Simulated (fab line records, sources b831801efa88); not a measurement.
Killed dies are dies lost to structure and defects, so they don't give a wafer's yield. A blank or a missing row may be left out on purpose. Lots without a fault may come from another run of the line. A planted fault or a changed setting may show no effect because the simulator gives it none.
Which tool did it? | flow sky130 | 13 lots, 39 wafers sampled, at 4 steps of a route of 708

WHAT THE GAUGES READ, wafer by wafer
SKY_VIA3_CD_MEAS_12: target cd 200 nm. Usual: cd_nm 200.2 nm, standard deviation 1.6.
lot  | measured     | on        | cd_nm (nm)        | flag
L374 | day 39 20:14 | cd_sem-02 | 200.1 200.5 200.1 |
L375 | day 39 22:08 | cd_sem-02 | 200.4 202.1 200.6 |
L376 | day 40 06:37 | cd_sem-02 | 200.3 202.3 201.4 |
L377 | day 40 21:30 | cd_sem-01 | 200.7 199.7 199.4 |
L379 | day 41 05:29 | cd_sem-01 | 202.2 200.8 202.6 |
L380 | day 41 16:53 | cd_sem-02 | 199.0 199.7 199.5 |
L381 | day 42 02:26 | cd_sem-02 | 198.3 198.7 197.5 |
L384 | day 43 01:40 | cd_sem-01 | 200.1 200.6 200.0 |
L386 | day 43 09:02 | cd_sem-02 | 199.3 199.2 198.2 |
L390 | day 44 14:54 | cd_sem-02 | 198.1 197.9 199.2 |
L392 | day 45 00:05 | cd_sem-02 | 202.3 200.8 201.0 |
L393 | day 45 08:43 | cd_sem-01 | 200.5 201.0 200.5 |
L394 | day 45 09:51 | cd_sem-02 | 200.7 201.4 200.7 |

SKY_PAD_OPEN_BOW_MEAS_13. Usual: PAD_OPEN_BOW 46 um, standard deviation 9.7.
lot  | measured     | on            | PAD_OPEN_BOW (um) | flag
L374 | day 45 22:42 | film_metro-02 | 61 65 61          |
L375 | day 46 02:40 | film_metro-01 | 45 33 47          |
L376 | day 46 07:29 | film_metro-01 | 62 65 61          |
L377 | day 46 20:34 | film_metro-01 | 34 38 40          |
L379 | day 47 04:19 | film_metro-01 | 56 56 58          |
L380 | day 47 14:22 | film_metro-01 | 34 19 27          |
L381 | day 47 20:42 | film_metro-01 | 31 46 35          |
L384 | day 48 15:13 | film_metro-02 | 45 46 47          |
L386 | day 48 20:16 | film_metro-01 | 50 56 59          |
L390 | day 49 20:26 | film_metro-02 | 52 44 56          |
L392 | day 50 04:40 | film_metro-01 | 46 44 55          |
L393 | day 50 10:18 | film_metro-02 | 65 53 47          |
L394 | day 50 11:48 | film_metro-02 | 37 49 52          |

WHICH TOOL RAN EACH LOT (tool, then ch and the chambers of the sampled wafers, then the start)
lot  | SKY_VIA4_CLEAN_15               | SKY_PAD_OPEN_STRIP_08
L374 | wet_bench-01 ch 1, day 42 23:16 | plasma_asher-02 ch 0,1, day 45 20:37
L375 | wet_bench-02 ch 1, day 43 03:50 | plasma_asher-03 ch 0,1, day 46 00:34
L376 | wet_bench-04 ch 0, day 43 09:53 | plasma_asher-04 ch 0,1, day 46 05:22
L377 | wet_bench-01 ch 0, day 43 23:05 | plasma_asher-02 ch 0,1, day 46 18:28
L379 | wet_bench-01 ch 2, day 44 09:16 | plasma_asher-03 ch 0,1, day 47 02:11
L380 | wet_bench-02 ch 3, day 44 18:31 | plasma_asher-03 ch 0,1, day 47 12:16
L381 | wet_bench-02 ch 3, day 45 02:41 | plasma_asher-02 ch 0,1, day 47 18:37
L384 | wet_bench-04 ch 0, day 45 23:32 | plasma_asher-03 ch 0,1, day 48 13:04
L386 | wet_bench-04 ch 1, day 46 05:56 | plasma_asher-03 ch 0,1, day 48 18:10
L390 | wet_bench-01 ch 2, day 47 09:20 | plasma_asher-03 ch 0,1, day 49 18:20
L392 | wet_bench-01 ch 1, day 47 18:29 | plasma_asher-03 ch 1, day 50 02:32
L393 | wet_bench-01 ch 0, day 48 01:32 | plasma_asher-04 ch 0,1, day 50 08:11
L394 | wet_bench-02 ch 1, day 48 02:16 | plasma_asher-04 ch 0,1, day 50 08:52
- SKY_VIA4_CLEAN_15: cleans in IPA, time 180 s.
- SKY_PAD_OPEN_STRIP_08: strips in O2/N2.

WHAT THE TOOLS THEMSELVES READ (means of the sampled wafers that have a number; where no wafer has one, the mark that the record gives instead)
SKY_PAD_OPEN_STRIP_08. Usual: drypump_motor_current_A 5.6 A, standard deviation 0.31; n2_flow_sccm 300.1 sccm, standard deviation 0.93; o2_flow_sccm 2999 sccm, standard deviation 8.6; oes_product_au 0.663 a.u., standard deviation 0.0044; strip_time_to_endpoint_s 37.06 s, standard deviation 0.094.
lot  | tool            | drypump_motor_current_A (A) | n2_flow_sccm (sccm) | o2_flow_sccm (sccm) | oes_product_au (a.u.) | strip_time_to_endpoint_s (s) | flag
L374 | plasma_asher-02 | 5.3                         | 300.0               | 3000                | 0.664                 | 37.19                        |
L375 | plasma_asher-03 | 5.7                         | 300.1               | 3003                | 0.664                 | 37.10                        |
L376 | plasma_asher-04 | 5.8                         | 299.8               | 3003                | 0.661                 | 36.95                        |
L377 | plasma_asher-02 | 5.4                         | 300.1               | 2993                | 0.665                 | 37.15                        |
L379 | plasma_asher-03 | 5.5                         | 300.3               | 2991                | 0.662                 | 37.00                        |
L380 | plasma_asher-03 | 5.7                         | 300.5               | 2997                | 0.662                 | 37.02                        |
L381 | plasma_asher-02 | 5.4                         | 300.0               | 3000                | 0.660                 | 37.07                        |
L384 | plasma_asher-03 | 5.5                         | 301.2               | 2996                | 0.664                 | 37.11                        |
L386 | plasma_asher-03 | 5.5                         | 300.5               | 2995                | 0.663                 | 36.93                        |
L390 | plasma_asher-03 | 5.5                         | 299.8               | 3003                | 0.663                 | 37.02                        |
L392 | plasma_asher-03 | 5.2                         | 299.7               | 2999                | 0.661                 | 37.09                        |
L393 | plasma_asher-04 | 6.0                         | 300.0               | 2988                | 0.662                 | 36.97                        |
L394 | plasma_asher-04 | 6.0                         | 299.9               | 3009                | 0.663                 | 37.02                        |

THE ANSWER, worked out from the rows above alone
Rule: a lot is off if the mean of its wafers that have a number lies more than 3 standard deviations from the usual mean. A lot without any number at a reading at which 4 lots or more have one is off too. The other lots that the step has rows for count as sound. The gauges are gone through in route order, then the tools' own readings, and for those a lot's mean is taken as printed above. The first step at which some lot is off is used, and at that step the reading that is off furthest; a lot without a number counts as furthest.
No lot is off at any reading shown: from this, nothing can be told.

WHAT THE SIMULATOR HAD PUT IN
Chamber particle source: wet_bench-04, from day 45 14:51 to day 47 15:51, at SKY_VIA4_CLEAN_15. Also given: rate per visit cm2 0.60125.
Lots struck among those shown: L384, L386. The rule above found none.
